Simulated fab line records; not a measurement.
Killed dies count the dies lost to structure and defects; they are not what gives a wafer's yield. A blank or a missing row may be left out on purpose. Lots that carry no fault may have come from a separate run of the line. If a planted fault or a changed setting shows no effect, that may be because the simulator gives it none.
Code-filled problem report in 8D (eight disciplines) form :: flow sky130 :: the parts of the form that need people (team, actions taken, sign-off) are left out

== 1. THE PROBLEM ==
At SKY_VIA2_SPUTTER_20, cathode dc power W averages 4176.9 W over 6 wafers from 2 lots, while fault-free wafers read 4000.1 W, standard deviation 0.7. So: +99 or more standard deviations from the usual mean.
The step: material TiN, target thk 20 nm, time 80 s.
First seen on wafer L128.2, day 38 15:39, on pvd sputter-03. Wafers with a number at this step in the record: 18, from 6 lots. The rule behind "out" and "out of limits": a value lying over 4 standard deviations away from the usual mean. All remaining wafers that have a number are taken as sound.

== 2. WHAT IT IS; WHAT IT IS NOT ==
question: which readings at this step
is: cathode dc power W
is not: throttle valve pct

question: which lots
is: L128, L129
is not: L135, L137, L142, L144

question: which wafers of those lots
is: all that have a number
is not: -

question: read on which tools
is: pvd sputter-03
is not: pvd sputter-02

question: when
is: from day 38 15:39
is not: up to then (0 sound wafers); but 12 sound wafers of L135, L137, L142, L144 came after

== 3. THE SUSPECTS, EACH WITH WHAT RULES IT OUT ==
Counting: a tool at a process step up to the reading stays a suspect if it ran every lot that is out and no sound lot after the first of them.
- plasma asher-02 at SKY_VIA2_STRIP_16 (strips in O2/N2): ruled out as a lasting fault. After its first lot that is out, L128 (day 38 15:04), sound lots L137 ran on it.
- pvd sputter-03 at SKY_VIA2_SPUTTER_20 (material TiN, target thk 20 nm, time 80 s): ruled out as a lasting fault. After its first lot that is out, L128 (day 38 15:39), sound lots L137, L142, L144 ran on it.
Left after counting: nothing in the record.

== 4. THE CAUSE (what the simulator had put in) ==
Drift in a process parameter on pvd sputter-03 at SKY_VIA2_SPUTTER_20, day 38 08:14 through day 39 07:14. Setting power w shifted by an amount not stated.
Counting ruled it out, wrongly.

== 5. THE CHAIN OF EFFECTS, in route order ==
Each row: a reading where the mean over the struck wafers with a number is more than 3 standard deviations away from the usual. Only readings for which the record gives a usual standard deviation are gone through. hours: the time from each lot's start at the first step in this table that gives one to its start at this step, as a median over the lots. sigmas: the change in usual standard deviations.
hours: 0
step: SKY_VIA2_SPUTTER_20
reading: cathode dc power W
usual: 4000.1 W
on struck wafers: 4176.9
change: +176.8
sigmas: +99 or more
Here are the process steps it includes:
- SKY_VIA2_SPUTTER_20: material TiN, target thk 20 nm, time 80 s.

== 6. HOW IT WOULD HAVE BEEN CAUGHT EARLIER ==
The fault began at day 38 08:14; the first out-of-limits reading in this record came at day 38 15:39, 7 hours later.
